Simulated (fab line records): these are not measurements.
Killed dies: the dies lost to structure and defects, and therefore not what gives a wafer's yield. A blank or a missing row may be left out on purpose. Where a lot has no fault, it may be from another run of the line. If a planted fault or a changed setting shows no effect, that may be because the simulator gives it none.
fab line records	flow sky130	part 1 of 2: steps 1 to 28 of 37
record: lots: 5	wafers: 15	last_day: 50
route steps=708 shown RES_PROTECT@215 POLY_GATE@217 LDD_N@237
lots untouched by any fault: they come from a run of this same line in which no faults occurred
start_h: start of the lot's first displayed wafer, in hours after the record's first day	wait_h: hours from the lot's prior step to this one	" the same as in the row above	L1.1+2: one row covering several wafers at once	- no value, or no start was given	* or withheld: withheld	< > ~ a bound
route shown NAME@n: names a module that has steps shown in the file, with the first one's number in the route	usual: the fault-free wafers' mean and standard deviation	same: alike in all rows	chamber/n: place in a boat	sites: each site's reading	_std_site: the values' standard deviation	_edge_site: outer sites' mean less inner sites'	radius_mm: how far each site lies from the wafer's centre	mask NAME#n: copy n	behind: the tool/chamber that last shaped the wafer	hold: why the lot went on hold/how many hours it stayed there/how the hold came to an end	device: names the non-switching transistor (n, p or np)	end of line: at the end of the route, the tests of the same wafers	a step without rows: its recipe alone	killed: dies lost to structure and defects at the first sort, not the wafer's yield	map: shows each die of a wafer: x if killed, . if not, _ if none is there
set.NAME: setting as actually run; set.NAME@STEP: the setting as run at that earlier step	model.NAME: the simulator's own value behind a step, which no gauge read
lots at selected steps of the route; one table per step, one row per wafer
services: a tool's chamber out of use, with start hour (start_h, from the record's first day; less than 0 if before it), hours out, and reason
== steps ==
step: SKY_RES_PROTECT_TW_MEAS_08
usual: POLY_GATE_TW: 4012/30
lot.wafer	tool	chamber	start_h	wait_h	POLY_GATE_TW
L079.1	film_metro-03	-	385.47	0.1	4038
L079.5	"	-	"	"	4053
L079.6	"	-	"	"	4020
L084.1	film_metro-03	-	422.59	0.1	4018
L084.5	"	-	"	"	4060
L084.6	"	-	"	"	4031
L086.3	film_metro-04	-	448.29	0.1	3977
L086.5	"	-	"	"	3984
L086.6	"	-	"	"	3963
L096.1	film_metro-04	-	529.92	0.1	4005
L096.2	"	-	"	"	3999
L096.6	"	-	"	"	3976
L097.3	film_metro-04	-	539.58	0.1	3995
L097.4	"	-	"	"	3997
L097.5	"	-	"	"	4003
step: SKY_RES_PROTECT_CLEAN_09
recipe: chemistry: SC1/SC2	mix: 1:4:20	temp_c: 70	time_s: 150	dry: n2_spin
lot.wafer	tool	chamber	start_h	wait_h
L079.1+5+6	wet_bench-04	3	385.53	0.1
L084.1+5+6	wet_bench-01	1	422.65	0.1
L086.3+5+6	wet_bench-02	2	448.33	0.0
L096.1+2+6	wet_bench-02	3	529.98	0.1
L097.3+4+5	wet_bench-01	1	539.62	0.0
step: SKY_POLY_GATE_CVD_03
recipe: material: Si3N4	precursor: DCS/NH3	target_thk_nm: 75	temp_c: 770	time_s: 1290	pressure_mtorr: 250
usual: spike_tc_lower_C: 769.7/1.2
lot.wafer	tool	chamber	start_h	wait_h	spike_tc_lower_C
L079.1	lpcvd-02	0	385.58	0.0	770.1
L079.5	"	0	"	"	768.5
L079.6	"	0	"	"	770.9
L084.1	lpcvd-02	0	425.16	2.4	771.0
L084.5	"	0	"	"	768.5
L084.6	"	0	"	"	771.1
L086.3	lpcvd-02	1	448.38	0.0	768.9
L086.5	"	1	"	"	769.1
L086.6	"	1	"	"	771.4
L096.1	lpcvd-02	1	530.03	0.0	768.2
L096.2	"	1	"	"	767.3
L096.6	"	1	"	"	768.4
L097.3	lpcvd-02	1	539.67	0.0	768.9
L097.4	"	1	"	"	771.3
L097.5	"	1	"	"	769.4
step: SKY_POLY_GATE_THK_MEAS_04
recipe: reads: Si3N4_of_POLY_GATE_CVD_03
usual: POLY_GATE_CVD_03_THK: 75.0/0.71
lot.wafer	tool	chamber	start_h	wait_h	POLY_GATE_CVD_03_THK[nm]
L079.1	film_metro-04	-	386.94	0.0	74.4
L079.5	"	-	"	"	75.1
L079.6	"	-	"	"	74.7
L084.1	film_metro-04	-	426.52	0.0	75.5
L084.5	"	-	"	"	75.3
L084.6	"	-	"	"	75.0
L086.3	film_metro-03	-	449.76	0.0	74.8
L086.5	"	-	"	"	74.9
L086.6	"	-	"	"	74.9
L096.1	film_metro-02	-	531.39	0.0	74.4
L096.2	"	-	"	"	74.5
L096.6	"	-	"	"	74.7
L097.3	film_metro-03	-	541.05	0.0	76.6
L097.4	"	-	"	"	76.4
L097.5	"	-	"	"	76.8
step: SKY_POLY_GATE_DEHYDRATE_05
recipe: temp_c: 200	time_s: 60
lot.wafer	tool	chamber	start_h	wait_h
L079.1+5+6	litho_track-01	0	400.98	14.0
L084.1+5+6	litho_track-01	0	440.98	14.4
L086.3+5+6	litho_track-01	0	464.23	14.5
L096.1+2+6	litho_track-02	0	545.82	14.4
L097.3+4+5	litho_track-01	0	555.73	14.7
step: SKY_POLY_GATE_HMDS_06
recipe: prime_time_s: 60	prime_temp_c: 120
same: prime_time_s: 60
lot.wafer	tool	chamber	start_h	wait_h
L079.1+5+6	litho_track-01	0	401.13	0.1
L084.1+5+6	litho_track-01	0	441.13	0.1
L086.3+5+6	litho_track-01	0	464.38	0.1
L096.1+2+6	litho_track-02	0	545.97	0.1
L097.3+4+5	litho_track-01	0	555.88	0.1
step: SKY_POLY_GATE_COAT_07
recipe: resist: BARC	temp_c: withheld	time_s: withheld	spin_rpm: 3000	resist_thk_nm: 110
usual: dispense_pressure_kPa: 49.9/2.4
lot.wafer	tool	chamber	start_h	wait_h	dispense_pressure_kPa
L079.1	litho_track-01	0	401.28	0.1	49.8
L079.5	"	0	"	"	49.8
L079.6	"	0	"	"	49.8
L084.1	litho_track-01	0	441.28	0.1	49.8
L084.5	"	0	"	"	49.8
L084.6	"	0	"	"	49.8
L086.3	litho_track-01	0	464.53	0.1	49.8
L086.5	"	0	"	"	49.8
L086.6	"	0	"	"	49.8
L096.1	litho_track-02	0	546.12	0.1	46.8
L096.2	"	0	"	"	46.8
L096.6	"	0	"	"	46.8
L097.3	litho_track-01	0	556.03	0.1	49.8
L097.4	"	0	"	"	49.8
L097.5	"	0	"	"	49.8
step: SKY_POLY_GATE_COAT_08
recipe: resist: KrF-thick	spin_rpm: 3000	resist_thk_nm: 450
usual: dispense_pressure_kPa: 49.9/2.4
lot.wafer	tool	chamber	start_h	wait_h	dispense_pressure_kPa
L079.1	litho_track-01	0	-	-	49.8
L079.5	"	0	"	"	49.7
L079.6	"	0	"	"	49.7
L084.1	litho_track-01	0	-	-	49.8
L084.5	"	0	"	"	49.8
L084.6	"	0	"	"	49.8
L086.3	litho_track-01	0	-	-	49.8
L086.5	"	0	"	"	49.9
L086.6	"	0	"	"	49.8
L096.1	litho_track-02	0	-	-	46.7
L096.2	"	0	"	"	46.8
L096.6	"	0	"	"	46.8
L097.3	litho_track-01	0	-	-	49.8
L097.4	"	0	"	"	49.9
L097.5	"	0	"	"	49.9
step: SKY_POLY_GATE_SOFTBAKE_09
recipe: temp_c: 100	time_s: 90	resist: KrF-thick
lot.wafer	tool	chamber	start_h	wait_h
L079.1+5+6	litho_track-01	0	-	-
L084.1+5+6	litho_track-01	0	-	-
L086.3+5+6	litho_track-01	0	-	-
L096.1+2+6	litho_track-02	0	-	-
L097.3+4+5	litho_track-01	0	-	-
step: SKY_POLY_GATE_EXPOSE_10
recipe: mask_id: P1M	na: 0.68	source_shape: conventional	sigma_outer: 0.6	target_cd_nm: 150	dose_mj: 28
usual: stage_vel_mm_s: 499.97/0.27
lot.wafer	tool	chamber	start_h	wait_h	mask	stage_vel_mm_s
L079.1	krf_scanner-02	0	-	-	P1M#0	500.26
L079.5	"	0	"	"	P1M#0	500.32
L079.6	"	0	"	"	P1M#0	500.59
L084.1	krf_scanner-02	0	-	-	P1M#0	499.85
L084.5	"	0	"	"	P1M#0	499.79
L084.6	"	0	"	"	P1M#0	499.67
L086.3	krf_scanner-02	0	-	-	P1M#0	499.60
L086.5	"	0	"	"	P1M#0	499.46
L086.6	"	0	"	"	P1M#0	499.82
L096.1	krf_scanner-01	0	-	-	P1M#0	499.68
L096.2	"	0	"	"	P1M#0	499.91
L096.6	"	0	"	"	P1M#0	499.35
L097.3	krf_scanner-02	0	-	-	P1M#0	499.96
L097.4	"	0	"	"	P1M#0	499.69
L097.5	"	0	"	"	P1M#0	499.67
step: SKY_POLY_GATE_PEB_11
recipe: peb_temp_c: withheld	peb_time_s: withheld	resist: KrF-thick
lot.wafer	tool	chamber	start_h	wait_h
L079.1+5+6	litho_track-03	0	-	-
L084.1+5+6	litho_track-03	0	-	-
L086.3+5+6	litho_track-02	0	-	-
L096.1+2+6	litho_track-01	0	-	-
L097.3+4+5	litho_track-02	0	-	-
step: SKY_POLY_GATE_DEVELOP_12
recipe: develop_time_s: 60	resist: KrF-thick	dev_temp_c: 21
usual: developer_temp_C: 20.98/0.13
same: develop_time_s: 60
lot.wafer	tool	chamber	start_h	wait_h	developer_temp_C
L079.1	litho_track-03	0	-	-	20.65
L079.5	"	0	"	"	20.81
L079.6	"	0	"	"	20.90
L084.1	litho_track-03	0	-	-	21.17
L084.5	"	0	"	"	20.97
L084.6	"	0	"	"	21.09
L086.3	litho_track-02	0	-	-	20.96
L086.5	"	0	"	"	21.12
L086.6	"	0	"	"	20.94
L096.1	litho_track-01	0	-	-	20.93
L096.2	"	0	"	"	20.89
L096.6	"	0	"	"	20.90
L097.3	litho_track-02	0	-	-	21.00
L097.4	"	0	"	"	21.01
L097.5	"	0	"	"	20.98
step: SKY_POLY_GATE_CD_MEAS_13
recipe: target_cd_nm: 150
usual: cd_nm: 150.0/1.3
lot.wafer	tool	chamber	start_h	wait_h	cd_nm
L079.1	cd_sem-02	-	416.15	-	148.8
L079.5	"	-	"	"	149.3
L079.6	"	-	"	"	149.4
L084.1	cd_sem-02	-	457.24	-	148.9
L084.5	"	-	"	"	149.6
L084.6	"	-	"	"	148.8
L086.3	cd_sem-02	-	480.11	-	152.7
L086.5	"	-	"	"	153.2
L086.6	"	-	"	"	151.7
L096.1	cd_sem-02	-	561.38	-	150.5
L096.2	"	-	"	"	150.8
L096.6	"	-	"	"	150.8
L097.3	cd_sem-02	-	571.31	-	151.8
L097.4	"	-	"	"	150.5
L097.5	"	-	"	"	152.3
step: SKY_POLY_GATE_OVL_MEAS_14
usual: POLY_GATE_OVL: 2/5.1
lot.wafer	tool	chamber	start_h	wait_h	POLY_GATE_OVL[nm]
L079.1	overlay-01	-	416.27	0.1	4
L079.5	"	-	"	"	-2
L079.6	"	-	"	"	1
L084.1	overlay-01	-	457.36	0.1	-3
L084.5	"	-	"	"	7
L084.6	"	-	"	"	7
L086.3	overlay-01	-	480.20	0.1	8
L086.5	"	-	"	"	8
L086.6	"	-	"	"	8
L096.1	overlay-01	-	561.50	0.1	4
L096.2	"	-	"	"	8
L096.6	"	-	"	"	4
L097.3	overlay-01	-	571.40	0.1	-2
L097.4	"	-	"	"	-1
L097.5	"	-	"	"	7
step: SKY_POLY_GATE_ETCH_15
recipe: chemistry: N2/H2	target: BARC	ion_energy_ev: 200	source_w: 500	bias_w: 100	pressure_mtorr: 30	n2_flow_sccm: 100	h2_flow_sccm: 200	stop_on: SiO2	time_s: 118.5	target_depth_a: 1100
usual: drypump_motor_current_A: 5.8/0.44	oes_product_au: 0.717/0.0048	throttle_valve_pct: 13.214/0.0088
lot.wafer	tool	chamber	start_h	wait_h	drypump_motor_current_A	oes_product_au	rf_hours_counter_h	throttle_valve_pct
L079.1	rie_diel-04	3	416.30	0.0	5.4	0.717	72	13.206
L079.5	"	1	"	"	5.9	0.726	-	13.219
L079.6	"	0	"	"	6.1	0.720	-	13.221
L084.1	rie_diel-03	1	457.40	0.0	6.4	0.713	4	13.209
L084.5	"	0	"	"	6.6	0.719	-	13.219
L084.6	"	1	"	"	6.4	0.714	-	13.208
L086.3	rie_diel-03	0	480.23	0.0	6.6	0.714	3	13.210
L086.5	"	0	"	"	6.6	0.714	-	13.218
L086.6	"	1	"	"	6.4	0.715	-	13.223
L096.1	rie_diel-03	1	561.53	0.0	6.4	0.717	6	13.195
L096.2	"	2	"	"	5.4	0.724	3	13.198
L096.6	"	2	"	"	5.4	0.719	-	13.228
L097.3	rie_diel-04	2	571.43	0.0	5.7	0.713	12	13.223
L097.4	"	0	"	"	6.1	0.719	17	13.231
L097.5	"	1	"	"	5.9	0.709	-	13.215
step: SKY_POLY_GATE_ETCH_16
recipe: stop_on: poly-Si	chemistry: CH3F/O2	target: Si3N4	source_w: 400	bias_w: 80	pressure_mtorr: 25	ch3f_flow_sccm: 40	O2_flow_sccm: 30	time_s: 147.5	target_depth_a: 750
usual: drypump_motor_current_A: 5.8/0.44	oes_product_au: 0.640/0.0053	throttle_valve_pct: 10.536/0.0093
lot.wafer	tool	chamber	start_h	wait_h	drypump_motor_current_A	oes_product_au	rf_hours_counter_h	throttle_valve_pct
L079.1	rie_diel-04	3	416.38	0.0	5.3	0.637	72	10.541
L079.5	"	1	"	"	5.9	0.641	-	10.533
L079.6	"	0	"	"	6.1	0.634	-	10.522
L084.1	rie_diel-03	1	457.48	0.0	6.4	0.635	4	10.543
L084.5	"	0	"	"	6.6	0.645	-	10.529
L084.6	"	1	"	"	6.4	0.635	-	10.549
L086.3	rie_diel-03	0	480.31	0.0	6.6	0.640	3	10.561
L086.5	"	0	"	"	6.6	0.639	-	10.547
L086.6	"	1	"	"	6.4	0.645	-	10.524
L096.1	rie_diel-03	1	561.61	0.0	6.4	0.638	6	10.541
L096.2	"	2	"	"	5.3	0.639	4	10.537
L096.6	"	2	"	"	5.4	0.636	-	10.531
L097.3	rie_diel-04	2	571.51	0.0	5.7	0.644	12	10.558
L097.4	"	0	"	"	6.1	0.648	17	10.540
L097.5	"	1	"	"	5.9	0.644	-	10.536
step: SKY_POLY_GATE_ETCH_17
recipe: target_depth_nm: 180	stop_on: SiO2	over_etch_frac: 0.56667	chemistry: HBr/Cl2	target: poly-Si	icp_w: 400	bias_w: 100	pressure_mtorr: 10	HBr_flow_sccm: 150	Cl2_flow_sccm: 50	time_s: 70.5
usual: drypump_motor_current_A: 5.8/0.7	oes_product_au: 0.983/0.0078	throttle_valve_pct: 33.683/0.0088
lot.wafer	tool	chamber	start_h	wait_h	drypump_motor_current_A	oes_product_au	rf_hours_counter_h	throttle_valve_pct
L079.1	rie_si-01	1	416.48	0.0	6.3	0.976	6	33.677
L079.5	"	3	"	"	4.9	0.979	-	33.669
L079.6	"	2	"	"	6.7	0.978	-	33.692
L084.1	rie_si-02	1	457.58	0.0	6.6	0.979	1	33.677
L084.5	"	3	"	"	5.3	0.973	-	33.687
L084.6	"	0	"	"	5.2	0.982	-	33.684
L086.3	rie_si-02	0	480.41	0.0	5.2	0.980	41	33.686
L086.5	"	1	"	"	6.6	0.981	-	33.671
L086.6	"	0	"	"	5.2	0.994	-	33.673
L096.1	rie_si-02	3	561.71	0.0	5.3	0.974	3	33.689
L096.2	"	2	"	"	6.4	0.974	3	33.683
L096.6	"	3	"	"	5.3	0.989	-	33.681
L097.3	rie_si-01	0	571.61	0.0	5.2	0.981	2	33.682
L097.4	"	3	"	"	4.9	0.984	0	33.682
L097.5	"	0	"	"	5.2	0.985	-	33.692
step: SKY_POLY_GATE_STRIP_18
recipe: chemistry: O2/N2	power_w: 1400	pressure_mtorr: 1500	platen_temp_c: withheld	o2_flow_sccm: 3000	n2_flow_sccm: 300	overash_fraction: 0.5
usual: drypump_motor_current_A: 5.9/0.53	oes_product_au: 0.361/0.0049	strip_time_to_endpoint_s: 3.18/0.032
lot.wafer	tool	chamber	start_h	wait_h	drypump_motor_current_A	oes_product_au	rf_hours_counter_h	strip_time_to_endpoint_s
L079.1	plasma_asher-03	0	416.54	0.0	5.7	0.361	75	3.15
L079.5	"	1	"	"	5.9	0.363	-	3.14
L079.6	"	0	"	"	5.7	0.348	-	3.19
L084.1	plasma_asher-02	1	457.64	0.0	5.0	0.362	76	3.17
L084.5	"	1	"	"	5.0	0.353	-	3.15
L084.6	"	0	"	"	6.4	0.359	-	3.14
L086.3	plasma_asher-02	1	480.50	0.1	5.0	0.354	-	3.14
L086.5	"	1	"	"	5.1	0.365	-	3.20
L086.6	"	0	"	"	6.4	0.357	-	3.16
L096.1	plasma_asher-03	1	561.77	0.0	5.9	0.364	11	3.22
L096.2	"	0	"	"	5.7	0.360	11	3.24
L096.6	"	1	"	"	5.9	0.361	-	3.22
L097.3	plasma_asher-03	1	571.70	0.1	5.9	0.361	-	3.19
L097.4	"	0	"	"	5.7	0.358	-	3.19
L097.5	"	1	"	"	5.9	0.350	-	3.13
step: SKY_POLY_GATE_CLEAN_19
recipe: chemistry: SC1/SC2	mix: 1:4:20	temp_c: 70	time_s: 150	dry: n2_spin
lot.wafer	tool	chamber	start_h	wait_h
L079.1+5+6	wet_bench-03	1	416.64	0.1
L084.1+5+6	wet_bench-03	3	457.74	0.1
L086.3+5+6	wet_bench-01	2	480.56	0.0
L096.1+2+6	wet_bench-01	3	561.87	0.1
L097.3+4+5	wet_bench-03	1	571.76	0.0
step: SKY_POLY_GATE_OXIDATION_20
recipe: temp_c: 850	ambient: O2	stabilise_s: 600	purge_s: 300	target_thk_a: 40	ox_time_s: 899
usual: spike_tc_lower_C: 848.4/0.99	tube_center_temp_C: 849.99/0.074
same: ox_time_s: 899
lot.wafer	tool	chamber	start_h	wait_h	spike_tc_lower_C	tube_center_temp_C
L079.1	furnace-01	0	417.71	1.0	848.6	850.06
L079.5	"	0	"	"	848.2	850
L079.6	"	0	"	"	848.7	850.04
L084.1	furnace-01	0	458.23	0.4	849.3	849.99
L084.5	"	0	"	"	847.7	849.97
L084.6	"	0	"	"	847.8	849.88
L086.3	furnace-01	0	481.11	0.5	848.5	849.94
L086.5	"	0	"	"	846.9	850.04
L086.6	"	0	"	"	847.0	850
L096.1	furnace-02	0	561.92	0.0	849.6	849.97
L096.2	"	0	"	"	848.2	850.02
L096.6	"	0	"	"	847.3	850.1
L097.3	furnace-01	0	573.00	1.2	849.1	849.81
L097.4	"	0	"	"	847.3	849.98
L097.5	"	0	"	"	846.9	849.94
step: SKY_POLY_GATE_THK_MEAS_21
recipe: reads: SiO2_of_POLY_GATE_OXIDATION_20
usual: POLY_GATE_OXIDATION_THK: 4.02/0.074
lot.wafer	tool	chamber	start_h	wait_h	POLY_GATE_OXIDATION_THK[nm]
L079.1	film_metro-04	-	418.96	0.0	4.07
L079.5	"	-	"	"	4.04
L079.6	"	-	"	"	4.11
L084.1	film_metro-02	-	459.48	0.0	4.01
L084.5	"	-	"	"	4.02
L084.6	"	-	"	"	4.03
L086.3	film_metro-03	-	482.38	0.0	3.98
L086.5	"	-	"	"	3.96
L086.6	"	-	"	"	3.98
L096.1	film_metro-04	-	563.17	0.0	4.01
L096.2	"	-	"	"	3.98
L096.6	"	-	"	"	3.99
L097.3	film_metro-03	-	574.27	0.0	4.12
L097.4	"	-	"	"	4.01
L097.5	"	-	"	"	4.10
step: SKY_POLY_GATE_CD_MEAS_22
usual: cd_nm: 149.5/1.8
lot.wafer	tool	chamber	start_h	wait_h	cd_nm
L079.1	cd_sem-01	-	419.02	0.1	149.6
L079.5	"	-	"	"	150.2
L079.6	"	-	"	"	146.8
L084.1	cd_sem-02	-	459.54	0.1	148.5
L084.5	"	-	"	"	150.0
L084.6	"	-	"	"	148.1
L086.3	cd_sem-02	-	482.48	0.1	153.3
L086.5	"	-	"	"	154.6
L086.6	"	-	"	"	150.9
L096.1	cd_sem-01	-	563.23	0.1	149.3
L096.2	"	-	"	"	150.2
L096.6	"	-	"	"	149.8
L097.3	cd_sem-01	-	574.37	0.1	149.2
L097.4	"	-	"	"	151.5
L097.5	"	-	"	"	149.7
step: SKY_LDD_N_DEHYDRATE_00
recipe: temp_c: 200	time_s: 60
lot.wafer	tool	chamber	start_h	wait_h
L079.1+5+6	litho_track-04	0	433.69	14.6
L084.1+5+6	litho_track-03	0	473.84	14.3
L086.3+5+6	litho_track-04	0	497.39	14.9
L096.1+2+6	litho_track-01	0	577.43	14.2
L097.3+4+5	litho_track-04	0	589.39	15.0
step: SKY_LDD_N_HMDS_01
recipe: prime_time_s: 60	prime_temp_c: 120
same: prime_time_s: 60
lot.wafer	tool	chamber	start_h	wait_h
L079.1+5+6	litho_track-04	0	433.84	0.1
L084.1+5+6	litho_track-03	0	473.99	0.1
L086.3+5+6	litho_track-04	0	497.54	0.1
L096.1+2+6	litho_track-01	0	577.58	0.1
L097.3+4+5	litho_track-04	0	589.54	0.1
step: SKY_LDD_N_COAT_02
recipe: resist: NOVOLAK	spin_rpm: 3000	resist_thk_nm: 300
usual: dispense_pressure_kPa: 50.1/1.8
lot.wafer	tool	chamber	start_h	wait_h	dispense_pressure_kPa
L079.1	litho_track-04	0	433.99	0.1	48.6
L079.5	"	0	"	"	48.6
L079.6	"	0	"	"	48.6
L084.1	litho_track-03	0	474.14	0.1	53.2
L084.5	"	0	"	"	53.2
L084.6	"	0	"	"	53.2
L086.3	litho_track-04	0	497.69	0.1	48.7
L086.5	"	0	"	"	48.7
L086.6	"	0	"	"	48.7
L096.1	litho_track-01	0	577.73	0.1	49.9
L096.2	"	0	"	"	49.8
L096.6	"	0	"	"	49.9
L097.3	litho_track-04	0	589.69	0.1	48.7
L097.4	"	0	"	"	48.7
L097.5	"	0	"	"	48.7
step: SKY_LDD_N_SOFTBAKE_03
recipe: temp_c: 90	time_s: 60	resist: NOVOLAK
lot.wafer	tool	chamber	start_h	wait_h
L079.1+5+6	litho_track-04	0	434.14	0.1
L084.1+5+6	litho_track-03	0	474.29	0.1
L086.3+5+6	litho_track-04	0	497.84	0.1
L096.1+2+6	litho_track-01	0	577.88	0.1
L097.3+4+5	litho_track-04	0	589.84	0.1
step: SKY_LDD_N_EXPOSE_04
recipe: mask_id: NTM	target_cd_nm: 840	na: 0.6	source_shape: conventional	sigma_outer: 0.6	dose_mj: 110
usual: stage_vel_mm_s: 499.97/0.26
lot.wafer	tool	chamber	start_h	wait_h	mask	stage_vel_mm_s
L079.1	iline_stepper-02	0	-	-	NTM#0	499.89
L079.5	"	0	"	"	NTM#0	499.85
L079.6	"	0	"	"	NTM#0	499.81
L084.1	iline_stepper-01	0	-	-	NTM#0	500.04
L084.5	"	0	"	"	NTM#0	499.54
L084.6	"	0	"	"	NTM#0	499.78
L086.3	iline_stepper-01	0	-	-	NTM#0	499.42
L086.5	"	0	"	"	NTM#0	499.92
L086.6	"	0	"	"	NTM#0	499.78
L096.1	iline_stepper-02	0	-	-	NTM#0	499.72
L096.2	"	0	"	"	NTM#0	499.99
L096.6	"	0	"	"	NTM#0	500.03
L097.3	iline_stepper-01	0	-	-	NTM#0	500.33
L097.4	"	0	"	"	NTM#0	500.19
L097.5	"	0	"	"	NTM#0	499.98
step: SKY_LDD_N_PEB_05
recipe: temp_c: withheld	time_s: *	resist: NOVOLAK
lot.wafer	tool	chamber	start_h	wait_h
L079.1+5+6	litho_track-01	0	-	-
L084.1+5+6	litho_track-01	0	-	-
L086.3+5+6	litho_track-03	0	-	-
L096.1+2+6	litho_track-04	0	-	-
L097.3+4+5	litho_track-01	0	-	-
